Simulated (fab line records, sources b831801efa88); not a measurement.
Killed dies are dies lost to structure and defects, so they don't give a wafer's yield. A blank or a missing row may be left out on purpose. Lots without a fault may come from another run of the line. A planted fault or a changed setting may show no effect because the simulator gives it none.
fab line records | flow sky130
record lots=5 wafers=15 last_day=50
route steps=708 shown POLY_CUT@317 SD_P@320 RES_XHIGH@332 SD_N@342 PAD_OPEN@708
lots that met no fault: from a run of the same line without faults
start_h: hours from the record's first day to the start of the lot's first wafer shown | wait_h: hours since the lot's step before | " the same as in the row above | L1.1+2: a row that stands for several wafers | - no value, or no start given | * or withheld: withheld | < > ~ a bound
route shown NAME@n: a module of which the file shows steps, and the number in the route of the first | usual: mean/standard deviation of fault-free wafers | same: alike in all rows | chamber/n: place in a boat | sites: the reading at each site | _std_site: their standard deviation | _edge_site: outer sites' mean less inner sites' | radius_mm: how far each site lies from the wafer's centre | mask NAME#n: copy n | behind: the tool/chamber that last shaped the wafer | hold: why the lot was held/for how many hours/how that ended | device: the transistor (n, p or np) that didn't switch | end of line: the same wafers' tests at the end of the route | a step without rows: its recipe alone | killed: dies lost to structure and defects at the first sort, not the wafer's yield | map: a wafer's dies, x killed, . not, _ none there
set.NAME: the setting as run; set.NAME@STEP: as run at that earlier step | model.NAME: the simulator's own value behind a step, which no gauge read
lots at some steps of the route; a table a step, a row a wafer
services: from which hour (start_h, from the record's first day; less than 0 if before it) a tool's chamber was out of use, for how many hours, and why
## steps
# step SKY_POLY_CUT_ETCH_10
# recipe chemistry=N2/H2 target=BARC ion_energy_ev=200 source_w=500 bias_w=100 pressure_mtorr=30 n2_flow_sccm=100 h2_flow_sccm=200 stop_on=SiO2 time_s=45.9 target_depth_a=600
# step SKY_POLY_CUT_ETCH_11
# recipe target=Si3N4 chemistry=CF4/CH2F2/Ar stop_on=poly-Si source_w=600 bias_w=150 pressure_mtorr=40 cf4_flow_sccm=40 ch2f2_flow_sccm=20 Ar_flow_sccm=150 time_s=42.5 target_depth_a=600
# step SKY_POLY_CUT_STRIP_12
# recipe chemistry=O2/N2 power_w=1400 pressure_mtorr=1500 platen_temp_c=withheld o2_flow_sccm=3000 n2_flow_sccm=300 overash_fraction=0.5
# step SKY_SD_P_DEHYDRATE_00
# recipe temp_c=200 time_s=60
# step SKY_SD_P_HMDS_01
# recipe prime_time_s=60 prime_temp_c=120
# step SKY_SD_P_COAT_02
# recipe resist=NOVOLAK spin_rpm=3000 resist_thk_nm=1140
# step SKY_SD_P_SOFTBAKE_03
# recipe temp_c=90 time_s=60 resist=NOVOLAK
# step SKY_SD_P_EXPOSE_04
# recipe mask_id=PSDM na=0.6 source_shape=conventional sigma_outer=0.6 polarization=unpolarized target_cd_nm=380 dose_mj=138
# step SKY_SD_P_PEB_05
# recipe temp_c=withheld time_s=* resist=NOVOLAK
# step SKY_SD_P_DEVELOP_06
# recipe resist=NOVOLAK developer=TMAH develop_time_s=60 dev_temp_c=23
# step SKY_SD_P_IMPLANT_09
# recipe species=BF2 energy_kev=20 dose_cm2=3e+15 tilt_deg=0
# usual beam_energy_keV=19.999/0.0059 faraday_current_uA=12777/760
# columns lot.wafer tool chamber start_h wait_h beam_energy_keV faraday_current_uA model.implant.rp_nm model.implant.drp_nm
L803.2 implanter-01 0 623.75 0.0 19.998 12925 17.27 9.746
L803.4 " 0 " " 20.000 12775 17.27 9.746
L803.5 " 0 " " 20.006 12542 17.27 9.746
L808.1 implanter-01 0 671.63 0.0 24.706 12479 20.93 11.31
L808.2 " 0 " " 24.710 13269 20.93 11.31
L808.6 " 0 " " 24.713 12529 20.93 11.31
L809.1 implanter-01 0 678.12 0.0 24.711 13391 20.49 11.31
L809.2 " 0 " " 24.721 13394 20.49 11.31
L809.3 " 0 " " 24.723 12721 20.49 11.31
L812.2 implanter-01 0 705.31 0.0 24.721 13372 20.72 11.31
L812.4 " 0 " " 24.710 12436 20.72 11.31
L812.5 " 0 " " 24.715 12697 20.72 11.31
L819.2 implanter-02 0 767.00 0.0 19.993 12578 17.82 9.746
L819.3 " 0 " " 19.997 11805 17.82 9.746
L819.6 " 0 " " 19.996 11992 17.82 9.746
# step SKY_SD_P_STRIP_10
# recipe chemistry=O2/N2 power_w=1400 pressure_mtorr=1500 platen_temp_c=withheld o2_flow_sccm=3000 n2_flow_sccm=300 overash_fraction=0.5
# usual drypump_motor_current_A=5.7/0.51 oes_product_au=0.617/0.0043 strip_time_to_endpoint_s=17.51/0.039
# columns lot.wafer tool chamber start_h wait_h drypump_motor_current_A oes_product_au rf_hours_counter_h strip_time_to_endpoint_s
L803.2 plasma_asher-04 1 623.87 0.1 6.4 0.615 89 17.60
L803.4 " 1 " " 6.4 0.615 - 17.61
L803.5 " 0 " " 5.3 0.611 - 17.60
L808.1 plasma_asher-04 0 671.78 0.1 5.3 0.601 93 18.25
L808.2 " 1 " " 6.4 0.599 93 18.26
L808.6 " 0 " " 5.3 0.601 - 18.22
L809.1 plasma_asher-04 1 678.27 0.1 6.4 0.607 94 18.28
L809.2 " 0 " " 5.3 0.610 94 18.20
L809.3 " 0 " " 5.3 0.602 - 18.24
L812.2 plasma_asher-03 0 705.44 0.1 5.6 0.607 56 18.21
L812.4 " 0 " " 5.6 0.605 - 18.22
L812.5 " 1 " " 5.1 0.604 - 18.24
L819.2 plasma_asher-02 0 767.12 0.1 5.4 0.616 98 17.48
L819.3 " 0 " " 5.3 0.619 - 17.49
L819.6 " 0 " " 5.3 0.613 - 17.50
# step SKY_SD_P_TW_MEAS_11
# usual SD_P_TW=2799/36
# columns lot.wafer tool chamber start_h wait_h SD_P_TW
L803.2 film_metro-04 - 623.98 0.1 2809
L803.4 " - " " 2834
L803.5 " - " " 2839
L808.1 film_metro-01 - 671.88 0.1 2899
L808.2 " - " " 2907
L808.6 " - " " 2884
L809.1 film_metro-04 - 678.37 0.1 3008
L809.2 " - " " 2996
L809.3 " - " " 3001
L812.2 film_metro-01 - 705.55 0.1 2922
L812.4 " - " " 2924
L812.5 " - " " 2916
L819.2 film_metro-04 - 767.23 0.1 2836
L819.3 " - " " 2843
L819.6 " - " " 2833
# step SKY_RES_XHIGH_DEHYDRATE_00
# recipe temp_c=200 time_s=60
# step SKY_RES_XHIGH_HMDS_01
# recipe prime_time_s=60 prime_temp_c=120
# step SKY_RES_XHIGH_COAT_02
# recipe resist=NOVOLAK spin_rpm=3000 resist_thk_nm=1140
# step SKY_RES_XHIGH_SOFTBAKE_03
# recipe temp_c=90 time_s=60 resist=NOVOLAK
# step SKY_RES_XHIGH_EXPOSE_04
# recipe mask_id=URPM na=0.6 source_shape=conventional sigma_outer=0.6 polarization=unpolarized target_cd_nm=1270 dose_mj=140
# step SKY_RES_XHIGH_PEB_05
# recipe temp_c=withheld time_s=* resist=NOVOLAK
# step SKY_RES_XHIGH_DEVELOP_06
# recipe resist=NOVOLAK developer=TMAH develop_time_s=60 dev_temp_c=23
# step SKY_RES_XHIGH_IMPLANT_07
# recipe species=BF2 energy_kev=20 dose_cm2=3.6e+14 tilt_deg=0
# step SKY_RES_XHIGH_STRIP_08
# recipe chemistry=O2/N2 power_w=1400 pressure_mtorr=1500 platen_temp_c=withheld o2_flow_sccm=3000 n2_flow_sccm=300 overash_fraction=0.5
# step SKY_SD_N_DEHYDRATE_00
# recipe temp_c=200 time_s=60
# step SKY_SD_N_HMDS_01
# recipe prime_time_s=60 prime_temp_c=120
# step SKY_SD_N_COAT_02
# recipe resist=NOVOLAK spin_rpm=3000 resist_thk_nm=1140
# step SKY_SD_N_SOFTBAKE_03
# recipe temp_c=90 time_s=60 resist=NOVOLAK
# step SKY_SD_N_EXPOSE_04
# recipe mask_id=NSDM na=0.6 source_shape=conventional sigma_outer=0.6 polarization=unpolarized target_cd_nm=380 dose_mj=141
# step SKY_SD_N_PEB_05
# recipe temp_c=withheld time_s=* resist=NOVOLAK
# step SKY_SD_N_DEVELOP_06
# recipe resist=NOVOLAK developer=TMAH develop_time_s=60 dev_temp_c=23
# step SKY_SD_N_IMPLANT_09
# recipe species=As energy_kev=50 dose_cm2=4e+15 tilt_deg=0
# step SKY_SD_N_IMPLANT_10
# recipe species=P energy_kev=20 dose_cm2=1e+14 tilt_deg=0
# step SKY_SD_N_STRIP_11
# recipe chemistry=O2/N2 power_w=1400 pressure_mtorr=1500 platen_temp_c=withheld o2_flow_sccm=3000 n2_flow_sccm=300 overash_fraction=0.5
# step SKY_SD_N_CLEAN_13
# recipe chemistry=SC1/SC2 mix=1:4:20 temp_c=70 time_s=150 dry=n2_spin
# step SKY_SD_N_RTA_14
# recipe temp_c=1075 time_s=2 idle_temp_c=650 ramp_up_c_per_s=150 ramp_down_c_per_s=90 ambient=N2
# step SKY_SD_N_RS_MEAS_17
# recipe thk_meas_gauge=four-point-probe
# usual SD_P_RS=146.8/0.37
# columns lot.wafer tool chamber start_h wait_h SD_P_RS[ohm/sq]
L803.2 film_metro-02 - 682.21 0.1 146.2
L803.4 " - " " 146.7
L803.5 " - " " 146.2
L808.1 film_metro-02 - 727.61 0.1 132.5
L808.2 " - " " 132.6
L808.6 " - " " 132.8
L809.1 film_metro-04 - 735.28 0.1 132.1
L809.2 " - " " 132.3
L809.3 " - " " 132.4
L812.2 film_metro-01 - 761.71 0.1 132.9
L812.4 " - " " 132.6
L812.5 " - " " 133.0
L819.2 film_metro-02 - 820.38 0.1 145.8
L819.3 " - " " 146.0
L819.6 " - " " 146.2
# step SKY_PAD_OPEN_PROBE_99
# usual killed_at_M0_to_M3=43/7.1 killed_at_M4_up=3.2/1.7 killed_at_contacts=24/5.6 killed_at_front_end=16/5 killed_at_other=0.4/0.68 killed_dies=86/9.3 killed_open=47/7.1 killed_short=39/5.7
# same gross_dies=492 killed_at_back_side=0
# columns lot.wafer tool chamber start_h wait_h killed_at_M0_to_M3 killed_at_M4_up killed_at_contacts killed_at_front_end killed_at_other killed_dies killed_open killed_short model.etest.pfet_01v8.r_on_ohm_um model.etest.res_pdiff.line_ohm_um model.etest.res_pdiff_hv.rs_ohm_sq model.etest.res_pdiff.rs_ohm_sq model.etest.pfet_01v8.drive_ua_um model.etest.sram_pfet_latch.drive_ua_um model.etest.pfet_01v8_hvt.drive_ua_um model.etest.pfet_01v8_mvt.drive_ua_um
L803.2 prober-01 - 1102.45 0.1 51 5 15 14 2 87 51 36 2855 1385 191.5 197.6 196.9 145.3 144.3 154
L803.4 prober-01 - 1102.55 0.2 46 0 25 10 0 81 45 35 2969 1353 194.5 199.4 188.6 135.8 139.6 149.9
L803.5 prober-01 - 1102.60 0.2 40 1 21 10 0 72 36 36 2843 1377 195.1 196.9 194.9 139.6 147.2 154.2
L808.1 prober-02 - 1135.20 0.1 40 2 13 13 1 69 41 27 2779 1259 172 181.2 200.7 149.3 149.7 154.9
L808.2 prober-02 - 1135.25 0.1 46 4 12 13 0 75 44 31 2856 1240 171.9 180.2 197 144.8 144.9 151.4
L808.6 prober-02 - 1135.45 0.2 51 2 24 12 1 90 52 38 2857 1239 173.7 180.8 196.1 146.1 144.4 151.1
L809.1 prober-01 - 1139.91 0.1 38 3 27 17 0 85 42 43 2840 1290 174.5 182.2 196 147.8 146.3 154.8
L809.2 prober-01 - 1139.96 0.1 44 4 14 15 1 78 47 31 2731 1259 174.8 181.3 205.5 147.6 153.9 158.1
L809.3 prober-01 - 1140.01 0.2 42 3 26 11 1 83 41 42 2661 1280 175.3 181.4 211.7 154.8 158.6 160.9
L812.2 prober-02 - 1155.68 0.1 54 1 18 19 1 93 62 30 2762 1231 174.1 181.9 206 156.8 153.3 159.1
L812.4 prober-02 - 1155.78 0.2 38 1 34 17 0 90 49 41 2682 1277 172.7 180.6 213.6 155.9 158.2 160.9
L812.5 prober-02 - 1155.83 0.2 43 1 15 13 0 72 45 27 2643 1268 174 181.7 215.9 164.1 161.7 164.2
L819.2 prober-02 - 1193.83 0.1 39 2 24 13 0 78 41 37 2924 1336 187.7 194.3 191.8 137.7 142.4 149.8
L819.3 prober-02 - 1193.88 0.2 37 1 28 15 0 81 47 34 2908 1344 186.4 194.2 192.8 138.9 143.9 148.9
L819.6 prober-02 - 1194.03 0.2 36 3 20 16 0 75 39 36 2935 1360 189.2 194.2 188.9 136.4 141.3 151
# killed by level:class
L803.2 VIA1:geometric_particle:open=15 VIA2:geometric_particle:open=9 POLY_GATE:geometric_particle:open=6 VIA3:geometric_particle:short=5 CONTACT:geometric_particle:open=5 VIA1:geometric_particle:short=5 LI_CONTACT:geometric_particle:open=4 VIA2:geometric_particle:short=4
L803.4 VIA1:geometric_particle:open=12 LI_CONTACT:geometric_particle:open=9 VIA3:geometric_particle:open=9 VIA2:geometric_particle:open=7 LOCAL_INTERCONNECT:geometric_particle:short=6 CONTACT:geometric_particle:open=6 FIELD_ISO:geometric_particle:short=5 METAL2:geometric_particle:short=5
L803.5 VIA1:geometric_particle:open=11 VIA2:geometric_particle:open=6 CONTACT:geometric_particle:short=5 CONTACT:geometric_particle:open=5 METAL2:geometric_particle:short=5 VIA3:geometric_particle:open=5 VIA1:geometric_particle:short=4 FIELD_ISO:geometric_particle:open=4
L808.1 VIA2:geometric_particle:open=11 VIA1:geometric_particle:open=7 CONTACT:geometric_particle:open=6 METAL1:geometric_particle:short=5 VIA3:geometric_particle:open=5 CONTACT:geometric_particle:short=4 FIELD_ISO:geometric_particle:short=3 POLY_GATE:geometric_particle:short=3
L808.2 VIA1:geometric_particle:open=12 VIA2:geometric_particle:open=8 LI_CONTACT:geometric_particle:open=5 VIA3:geometric_particle:open=5 VIA3:geometric_particle:short=4 METAL4:geometric_particle:short=4 FIELD_ISO:geometric_particle:short=3 FIELD_ISO:geometric_particle:open=3
L808.6 VIA1:geometric_particle:open=13 LI_CONTACT:geometric_particle:open=11 VIA2:geometric_particle:open=9 METAL1:geometric_particle:short=7 METAL2:geometric_particle:short=7 CONTACT:geometric_particle:open=5 FIELD_ISO:geometric_particle:open=4 POLY_GATE:geometric_particle:short=3
L809.1 LI_CONTACT:geometric_particle:open=8 CONTACT:geometric_particle:open=7 METAL2:geometric_particle:short=6 CONTACT:geometric_particle:short=6 VIA1:geometric_particle:open=6 VIA2:geometric_particle:open=6 FIELD_ISO:geometric_particle:open=5 FIELD_ISO:geometric_particle:short=4
L809.2 VIA1:geometric_particle:open=14 VIA1:geometric_particle:short=6 POLY_GATE:geometric_particle:open=5 LI_CONTACT:geometric_particle:open=5 METAL2:geometric_particle:open=5 VIA2:geometric_particle:open=4 METAL1:geometric_particle:short=4 CONTACT:geometric_particle:short=3
L809.3 VIA1:geometric_particle:open=12 CONTACT:geometric_particle:short=8 CONTACT:geometric_particle:open=7 METAL1:geometric_particle:short=6 VIA1:geometric_particle:short=5 FIELD_ISO:geometric_particle:short=4 LI_CONTACT:geometric_particle:short=4 LOCAL_INTERCONNECT:geometric_particle:short=4
L812.2 VIA1:geometric_particle:open=21 CONTACT:geometric_particle:open=8 VIA3:geometric_particle:open=7 POLY_GATE:geometric_particle:open=6 LI_CONTACT:geometric_particle:open=6 VIA1:geometric_particle:short=6 VIA3:geometric_particle:short=5 METAL1:geometric_particle:short=4
L812.4 CONTACT:geometric_particle:open=16 VIA1:geometric_particle:open=11 VIA3:geometric_particle:short=7 LI_CONTACT:geometric_particle:open=6 FIELD_ISO:geometric_particle:open=5 CONTACT:geometric_particle:short=5 LOCAL_INTERCONNECT:geometric_particle:short=4 METAL1:geometric_particle:short=4
L812.5 VIA1:geometric_particle:open=9 METAL1:geometric_particle:short=7 VIA3:geometric_particle:open=7 POLY_GATE:geometric_particle:open=6 LI_CONTACT:geometric_particle:open=6 CONTACT:geometric_particle:open=4 VIA1:geometric_particle:short=4 METAL2:geometric_particle:open=4
L819.2 CONTACT:geometric_particle:open=13 VIA1:geometric_particle:open=8 METAL2:geometric_particle:short=7 POLY_GATE:geometric_particle:short=5 CONTACT:geometric_particle:short=5 METAL1:geometric_particle:short=4 VIA2:geometric_particle:short=4 FIELD_ISO:geometric_particle:open=3
L819.3 VIA1:geometric_particle:open=12 CONTACT:geometric_particle:open=9 LOCAL_INTERCONNECT:geometric_particle:short=7 CONTACT:geometric_particle:short=7 VIA2:geometric_particle:open=6 VIA3:geometric_particle:open=6 FIELD_ISO:geometric_particle:short=4 FIELD_ISO:geometric_particle:open=4
L819.6 LI_CONTACT:geometric_particle:open=8 LOCAL_INTERCONNECT:geometric_particle:short=7 VIA3:geometric_particle:open=7 FIELD_ISO:geometric_particle:open=6 METAL1:geometric_particle:short=6 VIA1:geometric_particle:open=6 VIA2:geometric_particle:short=4 POLY_GATE:geometric_particle:short=4
## services
# columns tool chamber start_h hours kind
plasma_asher-03 - 600.73 2.9 repair
implanter-02 - 628.02 1.1 repair
implanter-02 - 656.63 2.1 repair
plasma_asher-04 - 733.75 9.0 pm
plasma_asher-04 0 733.75 9.0 vent_cycle
plasma_asher-04 1 733.75 9.0 vent_cycle
plasma_asher-04 - 742.75 2.8 pm
plasma_asher-04 0 742.75 - clean
plasma_asher-04 1 742.75 - clean
## key
first_sign step=SKY_SD_P_IMPLANT_09 reading=beam_energy_keV direction=up sigmas=99+ usual=* struck=*
effect step=SKY_SD_P_STRIP_10 reading=strip_time_to_endpoint_s direction=up sigmas=19 usual=* struck=*
effect step=SKY_SD_P_TW_MEAS_11 reading=SD_P_TW direction=up sigmas=3.9 usual=2799 struck=2940
effect step=SKY_SD_N_RS_MEAS_17 reading=SD_P_RS direction=down sigmas=39 usual=146.8 struck=132.6
model_effect step=SKY_SD_P_IMPLANT_09 value=implant.rp_nm without=17.52 struck=20.71
model_effect step=SKY_PAD_OPEN_PROBE_99 value=etest.pfet_01v8.r_on_ohm_um without=2880 struck=2757
met_at SKY_SD_P_IMPLANT_09
struck_wafers L808.1,L808.2,L808.6,L809.1,L809.2,L809.3,L812.2,L812.4,L812.5
tester_left_out L808,L809,L812
onset_between 623.75 671.63
fault kind=process_parameter_drift tool=implanter-01 chamber=- onset_h=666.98 steps=SKY_SD_P_IMPLANT_09 channel=energy_kev offset=* shape=step end_h=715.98 acts_in=* stated=*
# tester_left_out: of these lots the tester's yield and bins aren't shown, on N5 and GAA mostly nor the transistor test; their killed dies are dies lost to structure and defects alone, not to doping, threshold or leakage, so they don't give the yield
